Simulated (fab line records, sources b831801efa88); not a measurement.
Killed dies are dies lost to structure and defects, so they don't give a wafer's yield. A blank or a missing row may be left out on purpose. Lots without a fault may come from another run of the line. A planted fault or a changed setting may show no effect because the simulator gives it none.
One fault seen from 2 desks | flow sky130 | each desk has only its own numbers; what lay behind them comes last

THE METROLOGY DESK
What the gauges read, lot by lot, whatever tool the lot ran on: means of the sampled wafers that have a number. A lot is out of limits, marked OUT, if its mean lies more than 4 standard deviations from the usual mean; the brackets give that distance.
Columns: A = METAL4_OVL at SKY_METAL4_OVL_MEAS_14, usual 2 nm; B = METAL5_ALCU_RS at SKY_METAL5_RS_MEAS_05, usual 0.02727 ohm/sq
lot  | first seen here | A  | B
L294 | day 41 13:53    | 4  | 0.02746
L296 | day 42 06:26    | -2 | 0.02689
L297 | day 42 23:43    | -5 | 0.02700
L299 | day 43 05:41    | 3  | 0.02721
L301 | day 43 20:32    | 3  | 0.02734
L302 | day 44 05:35    | 3  | 0.02702
L304 | day 44 23:20    | 3  | 0.02755
L305 | day 45 01:30    | -3 | 0.02762
L307 | day 45 13:11    | -8 | 0.02733
L308 | day 45 15:28    | -3 | 0.02703
L310 | day 46 03:53    | 2  | 0.02715
L314 | day 47 15:06    | 5  | 0.02738
L316 | day 47 20:01    | 6  | 0.02699
L315 | day 48 01:49    | 3  | 0.02720
This desk's finding: nothing out of limits on any of the 14 lots.

THE TOOL OWNER'S DESK: lpcvd-02
The tool's own readings at SKY_FIELD_ISO_CVD_03 (deposits Si3N4 from DCS/NH3, target thk 165 nm, time 2830 s): means of the sampled wafers that have a number, for each lot that ran on this tool. A lot is out of limits, marked OUT, if its mean lies more than 4 standard deviations from the usual mean; the brackets give that distance.
Columns: A = spike_tc_centre_C at SKY_FIELD_ISO_CVD_03, usual 771.4 C
lot  | first seen here | A
L294 | day 1 17:36     | 771.7
L296 | day 2 05:11     | 770.6
L297 | day 2 08:43     | 771.7
L299 | day 2 19:05     | 771.9
L301 | day 3 03:41     | 771.8
L302 | day 3 12:20     | 771.1
L304 | day 3 18:41     | 771.1
L305 | day 3 23:41     | 771.9
L307 | day 4 09:54     | 771.4
L308 | day 4 17:26     | 771.5
L310 | day 5 02:13     | 771.0
L314 | day 5 21:07     | 771.8
L315 | day 6 03:32     | 771.5
L316 | day 6 07:16     | 771.4
This desk's finding: nothing out of limits on any of the 14 lots.

PUT TOGETHER
The metrology desk saw nothing out of limits.
The tool owner's desk saw nothing out of limits.

WHAT THE SIMULATOR HAD PUT IN
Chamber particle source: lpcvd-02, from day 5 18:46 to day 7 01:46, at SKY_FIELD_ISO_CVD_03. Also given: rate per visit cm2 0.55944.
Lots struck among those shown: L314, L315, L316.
